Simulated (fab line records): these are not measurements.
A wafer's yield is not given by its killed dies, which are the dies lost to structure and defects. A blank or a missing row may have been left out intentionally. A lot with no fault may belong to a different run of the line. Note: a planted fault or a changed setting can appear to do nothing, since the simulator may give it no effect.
Which tool is to blame? ; flow sky130 ; 24 lots, 72 wafers sampled, at 6 steps of a route of 708

## WHAT EACH GAUGE READ, for each wafer
SKY_METAL1_THK_MEAS_06: measures by xrf.
lot;measured;on;METAL1_ALCU_THK (nm)
L074;day 31 22:54;filmMetro-03;247.1 248.2 248.8
L075;day 32 02:08;filmMetro-04;248.6 249.8 248.2
L076;day 32 05:35;filmMetro-03;249.6 249.5 248.5
L077;day 32 19:29;filmMetro-01;252.0 253.2 253.3
L078;day 32 20:38;filmMetro-04;249.8 244.0 245.0
L079;day 33 02:41;filmMetro-03;247.2 248.6 248.1
L080;day 33 08:47;filmMetro-01;246.6 245.4 244.8
L081;day 33 16:45;filmMetro-03;244.4 246.1 243.5
L082;day 34 04:44;filmMetro-01;251.0 247.9 251.4
L083;day 34 09:12;filmMetro-03;248.9 246.2 247.4
L084;day 34 11:26;filmMetro-01;244.4 245.1 244.6
L085;day 35 02:50;filmMetro-03;250.4 249.5 251.0
L086;day 35 06:59;filmMetro-01;245.5 246.9 247.3
L087;day 35 14:47;filmMetro-01;243.5 246.9 246.3
L088;day 36 09:11;filmMetro-01;249.8 248.2 247.5
L089;day 36 13:49;filmMetro-04;251.2 252.4 248.9
L090;day 37 03:40;filmMetro-01;247.0 248.6 249.1
L091;day 37 10:13;filmMetro-03;250.5 250.7 250.8
L093;day 37 15:52;filmMetro-04;247.2 250.6 248.7
L092;day 37 16:10;filmMetro-04;244.8 244.3 246.3
L094;day 37 18:36;filmMetro-01;251.1 249.1 250.9
L095;day 38 21:55;filmMetro-04;250.1 252.3 252.3
L097;day 38 23:10;filmMetro-04;249.4 249.9 248.8
L096;day 39 07:11;filmMetro-01;248.9 250.8 248.9

SKY_CAP2M_OVL_MEAS_12.
lot;measured;on;CAP2M_OVL (nm)
L074;day 40 23:21;overlay-02;-0.4 -1.4 -0.8
L075;day 41 00:59;overlay-01;-0.4 -0.1 -0.4
L076;day 41 05:29;overlay-01;-3.6 -1.4 -0.5
L077;day 41 12:14;overlay-02;-1.4 -1.2 -1.6
L078;day 41 18:55;overlay-02;0.2 -0.3 -0.5
L079;day 42 00:02;overlay-01;0.8 -0.1 0.8
L080;day 42 05:17;overlay-02;-1.9 -1.6 -1.6
L081;day 42 08:26;overlay-02;-0.5 0.2 -1.1
L082;day 42 23:11;overlay-01;-0.3 -1.6 -0.2
L083;day 43 02:35;overlay-02;-0.2 -0.9 -2.2
L084;day 43 05:14;overlay-01;-0.7 1.3 -0.3
L085;day 43 14:44;overlay-01;0.5 -3.1 0.1
L086;day 44 02:56;overlay-01;-0.9 -1.5 1.1
L087;day 44 04:50;overlay-02;-0.7 0.8 0.9
L088;day 44 21:20;overlay-01;1.4 0.3 1.7
L089;day 44 23:47;overlay-01;0.1 -0.5 -0.9
L090;day 45 09:11;overlay-02;-2.3 -1.3 -1.8
L091;day 45 19:56;overlay-01;0.8 1.3 1.1
L093;day 45 21:25;overlay-02;-1.4 -0.6 -0.7
L092;day 45 22:53;overlay-01;-1.8 0.7 -0.2
L094;day 46 02:17;overlay-01;-0.2 -0.7 -0.6
L095;day 46 23:32;overlay-01;0.3 0.4 -1.3
L097;day 47 00:19;overlay-01;-0.4 1.5 2.6
L096;day 47 05:08;overlay-01;-0.2 -0.6 -1.3

## TOOL THAT RAN EACH LOT (tool first, then ch and the chambers of the sampled wafers, then the start)
lot;SKY_METAL1_SPUTTER_00;SKY_METAL2_SPUTTER_02;SKY_VIA2_CMP_02;SKY_VIA3_STRIP_16
L074;pvdSputter-04, day 31 22:37;pvdSputter-03, day 34 07:55;cmp-02 ch 0,1,2, day 35 11:07;plasmaAsher-02 ch 0,1, day 39 21:26
L075;pvdSputter-04, day 32 01:51;pvdSputter-03, day 34 11:10;cmp-02 ch 0,1, day 35 14:42;plasmaAsher-03 ch 0,1, day 39 23:28
L076;pvdSputter-01, day 32 05:18;pvdSputter-03, day 34 12:48;cmp-02 ch 0,1,2, day 35 16:19;plasmaAsher-03 ch 0,1, day 40 03:02
L077;pvdSputter-03, day 32 19:13;pvdSputter-03, day 35 02:20;cmp-01 ch 1,2,3, day 36 04:39;plasmaAsher-02 ch 0,1, day 40 11:17
L078;pvdSputter-03, day 32 20:22;pvdSputter-02, day 35 04:38;cmp-02 ch 0,2,3, day 36 07:28;plasmaAsher-02 ch 0,1, day 40 17:05
L079;pvdSputter-03, day 33 02:25;pvdSputter-03, day 35 10:07;cmp-01 ch 2,3, day 36 13:49;plasmaAsher-02 ch 0,1, day 40 22:19
L080;pvdSputter-04, day 33 08:30;pvdSputter-03, day 35 15:57;cmp-02 ch 0,1,3, day 36 19:17;plasmaAsher-04 ch 0,1, day 41 03:13
L081;pvdSputter-04, day 33 16:29;pvdSputter-03, day 35 22:48;cmp-01 ch 0,2,3, day 37 01:59;plasmaAsher-03 ch 0,1, day 41 08:11
L082;pvdSputter-03, day 34 04:28;pvdSputter-03, day 36 12:28;cmp-01 ch 1,2,3, day 37 15:35;plasmaAsher-03 ch 0,1, day 41 21:44
L083;pvdSputter-03, day 34 08:56;pvdSputter-02, day 36 16:09;cmp-02 ch 0,2,3, day 37 19:16;plasmaAsher-02 ch 0,1, day 42 02:07
L084;pvdSputter-04, day 34 11:11;pvdSputter-02, day 36 18:09;cmp-01 ch 0,2,3, day 37 21:27;plasmaAsher-04 ch 0, day 42 04:13
L085;pvdSputter-04, day 35 02:34;pvdSputter-03, day 37 09:00;cmp-02 ch 0,1,3, day 38 11:03;plasmaAsher-04 ch 0,1, day 42 14:41
L086;pvdSputter-04, day 35 06:43;pvdSputter-03, day 37 13:44;cmp-02 ch 0,1,2, day 38 16:22;plasmaAsher-04 ch 0,1, day 43 02:26
L087;pvdSputter-03, day 35 14:31;pvdSputter-01, day 37 21:15;cmp-01 ch 1,2, day 38 23:29;plasmaAsher-02 ch 0,1, day 43 04:51
L088;pvdSputter-03, day 36 08:55;pvdSputter-01, day 38 15:07;cmp-02 ch 1,2,3, day 39 17:11;plasmaAsher-04 ch 0,1, day 43 21:15
L089;pvdSputter-03, day 36 13:33;pvdSputter-01, day 38 19:58;cmp-01 ch 0,2, day 39 21:52;plasmaAsher-02 ch 0,1, day 44 00:21
L090;pvdSputter-03, day 37 03:25;pvdSputter-01, day 39 08:38;cmp-01 ch 0,2,3, day 40 10:15;plasmaAsher-03 ch 0,1, day 44 10:41
L091;pvdSputter-04, day 37 09:58;pvdSputter-03, day 39 16:06;cmp-01 ch 0,2,3, day 40 18:57;plasmaAsher-02 ch 0,1, day 44 20:32
L093;pvdSputter-03, day 37 15:36;pvdSputter-02, day 39 20:10;cmp-01 ch 1,3, day 40 22:04;plasmaAsher-02 ch 0,1, day 44 22:47
L092;pvdSputter-04, day 37 15:54;pvdSputter-03, day 39 20:40;cmp-01 ch 1,2,3, day 40 22:19;plasmaAsher-02 ch 0,1, day 44 23:38
L094;pvdSputter-01, day 37 18:20;pvdSputter-02, day 39 23:14;cmp-01 ch 0,1,3, day 41 01:46;plasmaAsher-02 ch 0,1, day 45 03:16
L095;pvdSputter-04, day 38 21:39;pvdSputter-03, day 41 02:14;cmp-01 ch 0,1,3, day 42 03:16;plasmaAsher-02 ch 1, day 46 01:29
L097;pvdSputter-04, day 38 22:55;pvdSputter-01, day 41 02:47;cmp-01 ch 0,1, day 42 03:52;plasmaAsher-02 ch 0,1, day 46 03:05
L096;pvdSputter-03, day 39 06:54;pvdSputter-01, day 41 09:43;cmp-02 ch 0,2, day 42 10:43;plasmaAsher-02 ch 0,1, day 46 07:05
- SKY_METAL1_SPUTTER_00: material Ti, target thk 15 nm, time 10 s.
- SKY_METAL2_SPUTTER_02: material AlCu, target thk 250 nm, time 12.93 s.
- SKY_VIA2_CMP_02: polishes SiO2.
- SKY_VIA3_STRIP_16: strips in O2/N2.

## WHAT THE TOOLS THEMSELVES READ (means of the sampled wafers that have a number; where no wafer has one, the mark that the record gives instead)
SKY_METAL1_SPUTTER_00.
lot;tool;throttleValvePct (%)
L074;pvdSputter-04;30.4
L075;pvdSputter-04;30.2
L076;pvdSputter-01;29.4
L077;pvdSputter-03;30.6
L078;pvdSputter-03;29.1
L079;pvdSputter-03;30.7
L080;pvdSputter-04;30.2
L081;pvdSputter-04;30.1
L082;pvdSputter-03;29.9
L083;pvdSputter-03;30.9
L084;pvdSputter-04;30.5
L085;pvdSputter-04;30.4
L086;pvdSputter-04;30.4
L087;pvdSputter-03;30.7
L088;pvdSputter-03;29.1
L089;pvdSputter-03;32.3
L090;pvdSputter-03;30.7
L091;pvdSputter-04;30.4
L093;pvdSputter-03;31.6
L092;pvdSputter-04;30.2
L094;pvdSputter-01;30.5
L095;pvdSputter-04;30.1
L097;pvdSputter-04;30.5
L096;pvdSputter-03;29.9

SKY_METAL2_SPUTTER_02.
lot;tool;throttleValvePct (%)
L074;pvdSputter-03;28.9
L075;pvdSputter-03;30.6
L076;pvdSputter-03;29.1
L077;pvdSputter-03;29.1
L078;pvdSputter-02;29.9
L079;pvdSputter-03;30.0
L080;pvdSputter-03;29.0
L081;pvdSputter-03;30.7
L082;pvdSputter-03;28.3
L083;pvdSputter-02;29.9
L084;pvdSputter-02;30.1
L085;pvdSputter-03;30.5
L086;pvdSputter-03;32.1
L087;pvdSputter-01;29.1
L088;pvdSputter-01;30.0
L089;pvdSputter-01;29.6
L090;pvdSputter-01;30.4
L091;pvdSputter-03;29.1
L093;pvdSputter-02;29.8
L092;pvdSputter-03;29.0
L094;pvdSputter-02;29.7
L095;pvdSputter-03;29.9
L097;pvdSputter-01;29.9
L096;pvdSputter-01;30.1

SKY_VIA2_CMP_02.
lot;tool;motorCurrentA (A)
L074;cmp-02;12.1
L075;cmp-02;11.3
L076;cmp-02;12.8
L077;cmp-01;13.3
L078;cmp-02;11.9
L079;cmp-01;13.6
L080;cmp-02;11.5
L081;cmp-01;12.6
L082;cmp-01;13.5
L083;cmp-02;12.0
L084;cmp-01;12.8
L085;cmp-02;11.6
L086;cmp-02;12.7
L087;cmp-01;14.1
L088;cmp-02;12.8
L089;cmp-01;13.2
L090;cmp-01;12.7
L091;cmp-01;13.0
L093;cmp-01;13.0
L092;cmp-01;13.2
L094;cmp-01;12.7
L095;cmp-01;12.4
L097;cmp-01;13.1
L096;cmp-02;12.7

SKY_VIA3_STRIP_16.
lot;tool;drypumpMotorCurrentA (A);o2FlowSccm (sccm);oesProductAu (a.u.);stripTimeToEndpointS (s)
L074;plasmaAsher-02;5.7;2999;0.404;4.137
L075;plasmaAsher-03;5.8;2996;0.403;4.123
L076;plasmaAsher-03;6.2;3002;0.403;4.088
L077;plasmaAsher-02;6.1;2989;0.403;4.146
L078;plasmaAsher-02;5.8;2992;0.398;4.134
L079;plasmaAsher-02;6.1;3000;0.403;4.143
L080;plasmaAsher-04;5.4;2999;0.406;4.124
L081;plasmaAsher-03;5.8;3005;0.399;4.126
L082;plasmaAsher-03;6.2;2993;0.396;4.101
L083;plasmaAsher-02;5.8;2998;0.400;4.128
L084;plasmaAsher-04;6.2;2997;0.400;4.107
L085;plasmaAsher-04;5.5;2998;0.400;4.110
L086;plasmaAsher-04;5.5;2994;0.399;4.111
L087;plasmaAsher-02;5.8;2995;0.405;4.130
L088;plasmaAsher-04;5.5;3010;0.403;4.129
L089;plasmaAsher-02;5.7;3000;0.398;4.144
L090;plasmaAsher-03;6.2;3000;0.399;4.143
L091;plasmaAsher-02;5.7;2996;0.402;4.138
L093;plasmaAsher-02;6.1;3001;0.400;4.130
L092;plasmaAsher-02;6.1;2999;0.403;4.110
L094;plasmaAsher-02;6.1;3004;0.402;4.129
L095;plasmaAsher-02;6.4;3005;0.402;4.138
L097;plasmaAsher-02;5.8;3005;0.404;4.158
L096;plasmaAsher-02;6.1;2996;0.402;4.119

## THE ANSWER, worked out from the rows above alone
Rule: what is usual is taken from the lots themselves. Put in order of their means at a reading, lots are off if they are a third of the lots or fewer, leave a main group of 4 or more, and stand apart from it by a gap of 3 or more times the standard deviation of the main group's means; of several such gaps the widest counts. If all means in a main group match to the digits the tables above print for the reading, that group is not used. A lot without any number at a reading at which 4 lots or more have one is off too. All remaining lots with rows at the step are treated as sound. Order of review: gauges by route order, followed by the tools' own readings, for which a lot's mean as printed above is used. At the first step where some lot is off, the reading lying furthest off is the one used; lots without a number count as furthest.
Across all readings shown, no lot is off: no conclusion can be drawn from this.

## WHAT THE SIMULATOR HAD INSERTED
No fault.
